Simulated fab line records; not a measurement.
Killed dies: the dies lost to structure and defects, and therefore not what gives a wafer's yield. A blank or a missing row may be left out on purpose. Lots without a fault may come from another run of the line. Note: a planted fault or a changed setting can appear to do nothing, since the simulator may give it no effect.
fab line records -- flow sky130
record lots=6, wafers=18, lastDay=51
route steps=708 shown SD_N@350 SD_P@359 RES_XHIGH@360 SALICIDE@361 LI_CONTACT@362 PAD_OPEN@708
lots untouched by any fault: they come from a run of this same line in which no faults occurred
startH: hours from the record's first day to the start of the lot's first wafer shown -- waitH: time in hours since the lot's previous step -- " repeats the value in the row above -- L1.1+2: a single row standing in for several wafers -- - no value, or no start given -- * or withheld: withheld -- < > ~ a bound
route shown NAME@n: NAME is a module with steps in the file, n the number in the route of the first one -- usual: mean and standard deviation over wafers with no fault -- same: alike in all rows -- chamber/n: place in a boat -- sites: per-site readings -- _std_site: standard deviation of those values -- _edge_site: mean of outer sites minus mean of inner sites -- radiusMm: how far each site lies from the wafer's centre -- mask NAME#n: copy n -- behind: tool/chamber where the wafer was last shaped -- hold: the reason the lot was held/the length of the hold in hours/how it ended -- device: which transistor (n, p or np) failed to switch -- end of line: the tests these same wafers got at the end of their route -- a step given without rows: its recipe and nothing more -- killed: not the wafer's yield, but the dies lost to structure and defects at the first sort -- map: the dies of a wafer, with x for killed, . for not killed, _ for no die there
set.NAME: the run value of the setting; set.NAME@STEP: its run value at that earlier step -- model.NAME: the simulator's own value behind a step, which no gauge read
certain route steps with their lots: each step a table, each wafer a row
services: from which hour (startH, from the record's first day; less than 0 if before it) a tool's chamber was out of use, for how many hours, and why
## steps
# step SKY_SD_N_OVL_MEAS_08
# usual SD_N_OVL=-1.0/1.4
lot.wafer,tool,chamber,startH,waitH,SD_N_OVL[nm]
L579.2,overlay-02,-,677.39,0.1,-0.9
L579.3,overlay-02,-,677.39,0.1,-0.6
L579.6,overlay-02,-,677.39,0.1,0.2
L581.2,overlay-01,-,687.67,0.1,1.1
L581.3,overlay-01,-,687.67,0.1,1.1
L581.4,overlay-01,-,687.67,0.1,-0.6
L582.4,overlay-02,-,690.98,0.1,-0.5
L582.5,overlay-02,-,690.98,0.1,-1.1
L582.6,overlay-02,-,690.98,0.1,-2.3
L590.1,overlay-02,-,754.78,0.1,-0.7
L590.5,overlay-02,-,754.78,0.1,0.0
L590.6,overlay-02,-,754.78,0.1,-1.0
L591.2,overlay-02,-,775.39,0.1,-2.4
L591.3,overlay-02,-,775.39,0.1,-2.7
L591.6,overlay-02,-,775.39,0.1,-3.8
L601.2,overlay-01,-,844.97,0.1,-2.0
L601.3,overlay-01,-,844.97,0.1,-3.3
L601.5,overlay-01,-,844.97,0.1,-3.2
# step SKY_SD_N_IMPLANT_09
# recipe species=As, energyKev=50, doseCm2=4e+15, tiltDeg=0
# step SKY_SD_N_IMPLANT_10
# recipe species=P, energyKev=20, doseCm2=1e+14, tiltDeg=0
# step SKY_SD_N_STRIP_11
# recipe chemistry=O2/N2, powerW=1400, pressureMtorr=1500, platenTempC=withheld, o2FlowSccm=3000, n2FlowSccm=300, overashFraction=0.5
# usual drypumpMotorCurrentA=6.0/0.47, oesProductAu=0.527/0.0046, stripTimeToEndpointS=22.55/0.038
lot.wafer,tool,chamber,startH,waitH,drypumpMotorCurrentA,oesProductAu,rfHoursCounterH,stripTimeToEndpointS
L579.2,plasmaAsher-04,1,677.72,0.1,5.7,0.529,100,22.58
L579.3,plasmaAsher-04,0,677.72,0.1,5.5,0.527,-,22.53
L579.6,plasmaAsher-04,0,677.72,0.1,5.6,0.530,-,22.54
L581.2,plasmaAsher-04,1,688.00,0.1,5.6,0.524,101,22.57
L581.3,plasmaAsher-04,0,688.00,0.1,5.5,0.522,-,22.58
L581.4,plasmaAsher-04,1,688.00,0.1,5.5,0.517,-,22.56
L582.4,plasmaAsher-01,0,691.33,0.1,6.4,0.523,-,22.57
L582.5,plasmaAsher-01,1,691.33,0.1,6.4,0.535,-,22.57
L582.6,plasmaAsher-01,0,691.33,0.1,6.4,0.530,-,22.52
L590.1,plasmaAsher-04,1,755.12,0.1,5.6,0.525,1,22.53
L590.5,plasmaAsher-04,1,755.12,0.1,5.6,0.524,-,22.53
L590.6,plasmaAsher-04,0,755.12,0.1,5.5,0.522,-,22.60
L591.2,plasmaAsher-01,0,775.72,0.1,6.4,0.525,67,22.59
L591.3,plasmaAsher-01,0,775.72,0.1,6.4,0.529,-,22.56
L591.6,plasmaAsher-01,0,775.72,0.1,6.4,0.523,-,22.54
L601.2,plasmaAsher-01,1,845.30,0.1,6.5,0.524,74,22.60
L601.3,plasmaAsher-01,1,845.30,0.1,6.5,0.527,-,22.57
L601.5,plasmaAsher-01,0,845.30,0.1,6.4,0.528,-,22.50
# step SKY_SD_N_TW_MEAS_12
# usual SD_N_TW=4016/16
lot.wafer,tool,chamber,startH,waitH,SD_N_TW
L579.2,filmMetro-02,-,677.83,0.1,4019
L579.3,filmMetro-02,-,677.83,0.1,4028
L579.6,filmMetro-02,-,677.83,0.1,4029
L581.2,filmMetro-03,-,688.11,0.1,4031
L581.3,filmMetro-03,-,688.11,0.1,4040
L581.4,filmMetro-03,-,688.11,0.1,4031
L582.4,filmMetro-03,-,691.44,0.1,4009
L582.5,filmMetro-03,-,691.44,0.1,3985
L582.6,filmMetro-03,-,691.44,0.1,4038
L590.1,filmMetro-02,-,755.22,0.1,4027
L590.5,filmMetro-02,-,755.22,0.1,4012
L590.6,filmMetro-02,-,755.22,0.1,4009
L591.2,filmMetro-04,-,775.83,0.1,4032
L591.3,filmMetro-04,-,775.83,0.1,4026
L591.6,filmMetro-04,-,775.83,0.1,4033
L601.2,filmMetro-03,-,845.41,0.1,4037
L601.3,filmMetro-03,-,845.41,0.1,4035
L601.5,filmMetro-03,-,845.41,0.1,4032
# step SKY_SD_N_CLEAN_13
# recipe chemistry=SC1/SC2, mix=1:4:20, tempC=70, timeS=150, dry=n2Spin
# step SKY_SD_N_RTA_14
# recipe tempC=1075, timeS=2, idleTempC=650, rampUpCPerS=150, rampDownCPerS=90, ambient=N2
# usual chamberO2Ppm=2.000/0.026, lampPowerPct=15.74/0.058, wafer_temp_C_max=1078.0/1.2
lot.wafer,tool,chamber,startH,waitH,chamberO2Ppm,lampPowerPct,wafer_temp_C_max
L579.2,rtpAnneal-02,0,677.95,0.0,2.025,15.78,1078.3
L579.3,rtpAnneal-02,0,677.95,0.0,1.991,15.76,1078.3
L579.6,rtpAnneal-02,0,677.95,0.0,1.978,15.74,1078.8
L581.2,rtpAnneal-02,0,688.22,0.0,1.972,15.72,1076.5
L581.3,rtpAnneal-02,0,688.22,0.0,1.984,15.82,1076.8
L581.4,rtpAnneal-02,0,688.22,0.0,1.985,15.61,1080.5
L582.4,rtpAnneal-01,0,691.54,0.0,2.014,15.79,1078.6
L582.5,rtpAnneal-01,0,691.54,0.0,2.011,15.65,1078.8
L582.6,rtpAnneal-01,0,691.54,0.0,1.995,15.76,1077.3
L590.1,rtpAnneal-02,0,755.33,0.0,1.990,15.71,1078.3
L590.5,rtpAnneal-02,0,755.33,0.0,2.018,15.80,1076.4
L590.6,rtpAnneal-02,0,755.33,0.0,2.005,15.69,1076.6
L591.2,rtpAnneal-01,0,775.94,0.0,2.006,15.73,1076.5
L591.3,rtpAnneal-01,0,775.94,0.0,1.981,15.80,1076.5
L591.6,rtpAnneal-01,0,775.94,0.0,2.004,15.87,1078.5
L601.2,rtpAnneal-01,0,845.52,0.0,1.973,15.78,1077.6
L601.3,rtpAnneal-01,0,845.52,0.0,1.999,15.71,1076.4
L601.5,rtpAnneal-01,0,845.52,0.0,1.967,15.70,1077.5
# step SKY_SD_N_RS_MEAS_16
# recipe thkMeasGauge=four-point-probe
# usual SD_N_RS=68.56/0.11
lot.wafer,tool,chamber,startH,waitH,SD_N_RS[ohm/sq]
L579.2,filmMetro-04,-,678.18,0.1,68.48
L579.3,filmMetro-04,-,678.18,0.1,68.59
L579.6,filmMetro-04,-,678.18,0.1,68.54
L581.2,filmMetro-02,-,688.41,0.1,68.41
L581.3,filmMetro-02,-,688.41,0.1,68.37
L581.4,filmMetro-02,-,688.41,0.1,68.54
L582.4,filmMetro-03,-,691.78,0.1,68.58
L582.5,filmMetro-03,-,691.78,0.1,68.67
L582.6,filmMetro-03,-,691.78,0.1,68.49
L590.1,filmMetro-04,-,755.51,0.1,68.40
L590.5,filmMetro-04,-,755.51,0.1,68.42
L590.6,filmMetro-04,-,755.51,0.1,68.37
L591.2,filmMetro-02,-,776.12,0.1,68.70
L591.3,filmMetro-02,-,776.12,0.1,68.71
L591.6,filmMetro-02,-,776.12,0.1,68.90
L601.2,filmMetro-04,-,845.71,0.1,68.55
L601.3,filmMetro-04,-,845.71,0.1,68.62
L601.5,filmMetro-04,-,845.71,0.1,68.66
# step SKY_SD_N_RS_MEAS_17
# recipe thkMeasGauge=four-point-probe
# usual SD_P_RS=147.0/0.41
lot.wafer,tool,chamber,startH,waitH,SD_P_RS[ohm/sq]
L579.2,filmMetro-04,-,678.30,0.1,147.0
L579.3,filmMetro-04,-,678.30,0.1,147.5
L579.6,filmMetro-04,-,678.30,0.1,147.5
L581.2,filmMetro-02,-,688.53,0.1,145.9
L581.3,filmMetro-02,-,688.53,0.1,146.5
L581.4,filmMetro-02,-,688.53,0.1,146.3
L582.4,filmMetro-03,-,691.90,0.1,147.1
L582.5,filmMetro-03,-,691.90,0.1,147.2
L582.6,filmMetro-03,-,691.90,0.1,147.1
L590.1,filmMetro-04,-,755.63,0.1,146.5
L590.5,filmMetro-04,-,755.63,0.1,146.7
L590.6,filmMetro-04,-,755.63,0.1,146.1
L591.2,filmMetro-02,-,776.24,0.1,148.0
L591.3,filmMetro-02,-,776.24,0.1,148.0
L591.6,filmMetro-02,-,776.24,0.1,148.2
L601.2,filmMetro-04,-,845.83,0.1,146.7
L601.3,filmMetro-04,-,845.83,0.1,147.5
L601.5,filmMetro-04,-,845.83,0.1,147.2
# step SKY_SD_N_RS_MEAS_18
# recipe thkMeasGauge=four-point-probe
# usual RES_XHIGH_RS=333.2/1.2
lot.wafer,tool,chamber,startH,waitH,RES_XHIGH_RS[ohm/sq]
L579.2,filmMetro-04,-,678.42,0.1,334.6
L579.3,filmMetro-04,-,678.42,0.1,334.0
L579.6,filmMetro-04,-,678.42,0.1,334.1
L581.2,filmMetro-02,-,688.65,0.1,335.2
L581.3,filmMetro-02,-,688.65,0.1,334.8
L581.4,filmMetro-02,-,688.65,0.1,332.7
L582.4,filmMetro-03,-,692.02,0.1,331.7
L582.5,filmMetro-03,-,692.02,0.1,333.5
L582.6,filmMetro-03,-,692.02,0.1,332.5
L590.1,filmMetro-04,-,755.75,0.1,332.3
L590.5,filmMetro-04,-,755.75,0.1,333.2
L590.6,filmMetro-04,-,755.75,0.1,332.8
L591.2,filmMetro-02,-,776.36,0.1,333.7
L591.3,filmMetro-02,-,776.36,0.1,332.2
L591.6,filmMetro-02,-,776.36,0.1,331.6
L601.2,filmMetro-04,-,845.95,0.1,333.0
L601.3,filmMetro-04,-,845.95,0.1,332.9
L601.5,filmMetro-04,-,845.95,0.1,333.0
# step SKY_SALICIDE_CLEAN_00
# recipe chemistry=HF-last, timeS=30, dilution=100:1, dry=ipaMarangoni
# step SKY_LI_CONTACT_HDPCVD_00
# recipe material=PSG, targetThkNm=930, sigmaOpenFrac=0.3, timeS=155, tempC=600, sih4FlowSccm=60, pressureMtorr=6
# usual sih4FlowSccm=59.99/0.18
lot.wafer,tool,chamber,startH,waitH,sih4FlowSccm,model.PSG_of_LI_CONTACT_HDPCVD_00.thkNm
L579.2,hdpcvd-01,1,678.53,0.0,59.98,940.3
L579.3,hdpcvd-01,0,678.53,0.0,59.68,926
L579.6,hdpcvd-01,0,678.53,0.0,59.97,922.4
L581.2,hdpcvd-01,0,688.76,0.0,47.79,742.7
L581.3,hdpcvd-01,0,688.76,0.0,47.84,745.4
L581.4,hdpcvd-01,1,688.76,0.0,47.98,741.1
L582.4,hdpcvd-01,1,692.14,0.1,48.11,755
L582.5,hdpcvd-01,0,692.14,0.1,48.20,750.9
L582.6,hdpcvd-01,1,692.14,0.1,48.16,743.7
L590.1,hdpcvd-01,1,755.88,0.0,59.93,929
L590.5,hdpcvd-01,2,755.88,0.0,59.90,921.6
L590.6,hdpcvd-01,0,755.88,0.0,60.01,924.6
L591.2,hdpcvd-01,1,776.48,0.0,59.93,929.6
L591.3,hdpcvd-01,2,776.48,0.0,60.09,934.3
L591.6,hdpcvd-01,0,776.48,0.0,60.03,924.2
L601.2,hdpcvd-01,1,846.06,0.0,59.76,948.1
L601.3,hdpcvd-01,2,846.06,0.0,59.79,937.1
L601.5,hdpcvd-01,2,846.06,0.0,59.86,948.2
# step SKY_LI_CONTACT_THK_MEAS_01
# recipe reads=PSG_of_LI_CONTACT_HDPCVD_00
# usual LI_CONTACT_HDPCVD_THK=934/7.8
lot.wafer,tool,chamber,startH,waitH,hold,LI_CONTACT_HDPCVD_THK[nm]
L579.2,filmMetro-02,-,678.70,0.1,-,939
L579.3,filmMetro-02,-,678.70,0.1,-,926
L579.6,filmMetro-02,-,678.70,0.1,-,922
L581.2,filmMetro-03,-,688.93,0.1,awaitDispo/0.2h/release,742
L581.3,filmMetro-03,-,688.93,0.1,awaitDispo/0.2h/release,746
L581.4,filmMetro-03,-,688.93,0.1,awaitDispo/0.2h/release,741
L581.2,filmMetro-03,-,689.15,0.2,-,742
L581.3,filmMetro-03,-,689.15,0.2,-,745
L581.4,filmMetro-03,-,689.15,0.2,-,741
L582.4,filmMetro-03,-,692.28,0.1,awaitDispo/0.2h/release,755
L582.5,filmMetro-03,-,692.28,0.1,awaitDispo/0.2h/release,750
L582.6,filmMetro-03,-,692.28,0.1,awaitDispo/0.2h/release,744
L582.4,filmMetro-03,-,692.50,0.2,-,755
L582.5,filmMetro-03,-,692.50,0.2,-,751
L582.6,filmMetro-03,-,692.50,0.2,-,744
L590.1,filmMetro-04,-,755.99,0.1,-,930
L590.5,filmMetro-04,-,755.99,0.1,-,921
L590.6,filmMetro-04,-,755.99,0.1,-,925
L591.2,filmMetro-03,-,776.59,0.1,-,929
L591.3,filmMetro-03,-,776.59,0.1,-,934
L591.6,filmMetro-03,-,776.59,0.1,-,924
L601.2,filmMetro-02,-,846.18,0.1,-,948
L601.3,filmMetro-02,-,846.18,0.1,-,938
L601.5,filmMetro-02,-,846.18,0.1,-,949
# step SKY_LI_CONTACT_CMP_02
# recipe material=PSG, downForcePsi=4, platenRpm=60, padVelocityMS=0.94248
# usual motorCurrentA=12.4/1.6, slurryFilterDpKPa=13.49/0.13, timeToEndpointS=32.3/2.6
lot.wafer,tool,chamber,startH,waitH,hold,motorCurrentA,slurryFilterDpKPa,timeToEndpointS
L579.2,cmp-02,3,678.80,0.1,-,10.9,13.73,33.9
L579.3,cmp-02,1,678.80,0.1,-,12.8,13.41,28.7
L579.6,cmp-02,3,678.80,0.1,-,11.6,13.33,32.7
L582.4,cmp-02,1,692.93,0.4,awaitDispo/0.2h/release,12.6,13.36,11.8
L582.6,cmp-02,2,692.93,0.4,awaitDispo/0.2h/release,13.6,13.38,10.4
L582.5,cmp-02,3,692.93,0.4,awaitDispo/0.2h/release,10.4,13.69,16.3
L581.4,cmp-02,0,696.29,7.1,awaitDispo/7.1h/release,11.0,13.34,16.7
L581.2,cmp-02,1,696.29,7.1,awaitDispo/7.1h/release,12.4,13.47,13.9
L581.3,cmp-02,3,696.29,7.1,awaitDispo/7.1h/release,11.2,13.55,13.0
L590.1,cmp-02,1,756.10,0.1,-,12.6,13.32,31.4
L590.5,cmp-02,0,756.10,0.1,-,9.5,13.59,30.6
L590.6,cmp-02,1,756.10,0.1,-,12.7,13.46,28.3
L591.3,cmp-02,0,776.64,0.0,-,10.7,13.51,31.5
L591.2,cmp-02,3,776.64,0.0,-,11.5,13.42,31.9
L591.6,cmp-02,1,776.64,0.0,-,12.9,13.45,28.6
L601.3,cmp-01,2,846.28,0.1,-,14.3,13.53,33.8
L601.2,cmp-01,3,846.28,0.1,-,15.9,13.30,36.6
L601.5,cmp-01,1,846.28,0.1,-,12.9,13.37,37.9
# step SKY_LI_CONTACT_BOW_MEAS_03
# recipe mode=bow
# usual LI_CONTACT_BOW=58/6.6
lot.wafer,tool,chamber,startH,waitH,LI_CONTACT_BOW[um]
L579.2,filmMetro-03,-,679.07,0.2,55
L579.3,filmMetro-03,-,679.07,0.2,63
L579.6,filmMetro-03,-,679.07,0.2,48
L582.4,filmMetro-03,-,693.14,0.2,54
L582.5,filmMetro-03,-,693.14,0.2,52
L582.6,filmMetro-03,-,693.14,0.2,47
L581.2,filmMetro-04,-,696.61,0.2,44
L581.3,filmMetro-04,-,696.61,0.2,66
L581.4,filmMetro-04,-,696.61,0.2,58
L590.1,filmMetro-03,-,756.35,0.2,63
L590.5,filmMetro-03,-,756.35,0.2,55
L590.6,filmMetro-03,-,756.35,0.2,43
L591.2,filmMetro-03,-,776.96,0.1,53
L591.3,filmMetro-03,-,776.96,0.1,45
L591.6,filmMetro-03,-,776.96,0.1,54
L601.2,filmMetro-02,-,846.55,0.2,52
L601.3,filmMetro-02,-,846.55,0.2,62
L601.5,filmMetro-02,-,846.55,0.2,50
# step SKY_PAD_OPEN_PROBE_99
# usual killed_at_M0_to_M3=43/6.6, killed_at_M4_up=3.1/1.9, killedAtContacts=24/5.2, killedAtFrontEnd=16/4.5, killedAtOther=0.4/0.62, killedDies=87/9, killedOpen=48/7, killedShort=39/6.2
# same grossDies=492, killedAtBackSide=0
lot.wafer,tool,chamber,startH,waitH,killed_at_M0_to_M3,killed_at_M4_up,killedAtContacts,killedAtFrontEnd,killedAtOther,killedDies,killedOpen,killedShort
L590.1,prober-01,-,1162.22,0.1,36,7,19,14,0,76,36,40
L590.5,prober-01,-,1162.42,0.2,49,2,20,13,0,84,41,43
L590.6,prober-01,-,1162.47,0.2,38,1,23,7,0,69,37,32
L591.2,prober-02,-,1175.43,0.1,35,1,23,17,0,76,41,32
L591.3,prober-02,-,1175.48,0.2,32,9,24,20,0,85,44,41
L591.6,prober-02,-,1175.63,0.2,40,3,34,10,0,87,50,37
# killed by level:class
L590.1 METAL3:geometricParticle:short=8 LI_CONTACT:geometricParticle:open=7 METAL2:geometricParticle:short=6 VIA2:geometricParticle:open=6 POLY_GATE:geometricParticle:short=5 METAL4:geometricParticle:short=5 CONTACT:geometricParticle:open=5 METAL1:geometricParticle:short=5
L590.5 VIA1:geometricParticle:open=10 METAL1:geometricParticle:short=8 CONTACT:geometricParticle:open=7 LI_CONTACT:geometricParticle:open=6 METAL3:geometricParticle:short=6 METAL2:geometricParticle:short=6 VIA3:geometricParticle:open=5 POLY_GATE:geometricParticle:short=4
L590.6 METAL2:geometricParticle:short=9 LI_CONTACT:geometricParticle:open=8 VIA1:geometricParticle:open=8 CONTACT:geometricParticle:short=6 VIA3:geometricParticle:open=6 CONTACT:geometricParticle:open=5 VIA2:geometricParticle:open=5 LI_CONTACT:geometricParticle:short=4
L591.2 VIA1:geometricParticle:open=9 CONTACT:geometricParticle:open=8 VIA3:geometricParticle:open=7 FIELD_ISO:geometricParticle:short=6 LI_CONTACT:geometricParticle:open=6 FIELD_ISO:geometricParticle:open=5 VIA1:geometricParticle:short=5 VIA2:geometricParticle:open=5
L591.3 LI_CONTACT:geometricParticle:open=8 METAL4:geometricParticle:short=8 VIA2:geometricParticle:open=7 POLY_GATE:geometricParticle:open=6 CONTACT:geometricParticle:open=6 LOCAL_INTERCONNECT:geometricParticle:short=5 METAL1:geometricParticle:short=5 VIA1:geometricParticle:open=4
L591.6 LI_CONTACT:geometricParticle:open=13 VIA1:geometricParticle:open=9 VIA3:geometricParticle:open=7 METAL2:geometricParticle:short=7 CONTACT:geometricParticle:short=6 CONTACT:geometricParticle:open=6 VIA2:geometricParticle:open=5 LI_CONTACT:geometricParticle:short=4
## services
tool,chamber,startH,hours,kind
cmp-01,-,672.94,0.5,repair
cmp-01,-,673.27,0.2,repair
hdpcvd-01,2,674.68,31.2,repair
cmp-01,-,677.22,3.7,pm
cmp-01,-,694.18,1.5,repair
plasmaAsher-04,-,710.14,1.0,repair
rtpAnneal-01,-,713.62,8.9,pm
plasmaAsher-04,-,733.75,9.0,pm
plasmaAsher-04,0,733.75,9.0,ventCycle
plasmaAsher-04,1,733.75,9.0,ventCycle
plasmaAsher-04,0,742.75,-,clean
plasmaAsher-04,1,742.75,-,clean
cmp-01,-,744.11,4.0,pm
cmp-01,-,748.11,-,consumableReplace:conditioner
cmp-01,-,748.11,-,consumableReplace:pad
cmp-01,-,765.85,0.3,repair
plasmaAsher-01,-,769.49,1.9,repair
rtpAnneal-02,-,776.54,4.3,pm
plasmaAsher-01,-,785.53,2.8,pm
hdpcvd-01,-,805.09,1.1,repair
cmp-01,-,807.95,2.5,repair
## key
firstSign step=SKY_LI_CONTACT_HDPCVD_00, reading=sih4FlowSccm, direction=down, sigmas=68, usual=59.99, struck=48.01
effect step=SKY_LI_CONTACT_THK_MEAS_01, reading=visit, direction=added
effect step=SKY_LI_CONTACT_THK_MEAS_01, reading=LI_CONTACT_HDPCVD_THK, direction=down, sigmas=24, usual=934, struck=746
effect step=SKY_LI_CONTACT_CMP_02, reading=timeToEndpointS, direction=down, sigmas=7.2, usual=*, struck=*
modelEffect step=SKY_LI_CONTACT_HDPCVD_00, value=PSG_of_LI_CONTACT_HDPCVD_00.thkNm, without=932.4, struck=746.4
metAt SKY_LI_CONTACT_HDPCVD_00
struckWafers L581.2,L581.3,L581.4,L582.4,L582.5,L582.6
testerLeftOut L581,L582
onsetBetween 678.53 688.76
fault kind=processParameterDrift, tool=hdpcvd-01, chamber=-, onsetH=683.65, steps=SKY_LI_CONTACT_HDPCVD_00, channel=sih4FlowSccm, offset=-12, shape=step, endH=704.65, actsIn=theseRecipesOnly, stated=60
# testerLeftOut: of these lots the tester's yield and bins aren't shown, on N5 and GAA mostly nor the transistor test; their killed dies are dies lost to structure and defects alone, not to doping, threshold or leakage, so they don't give the yield
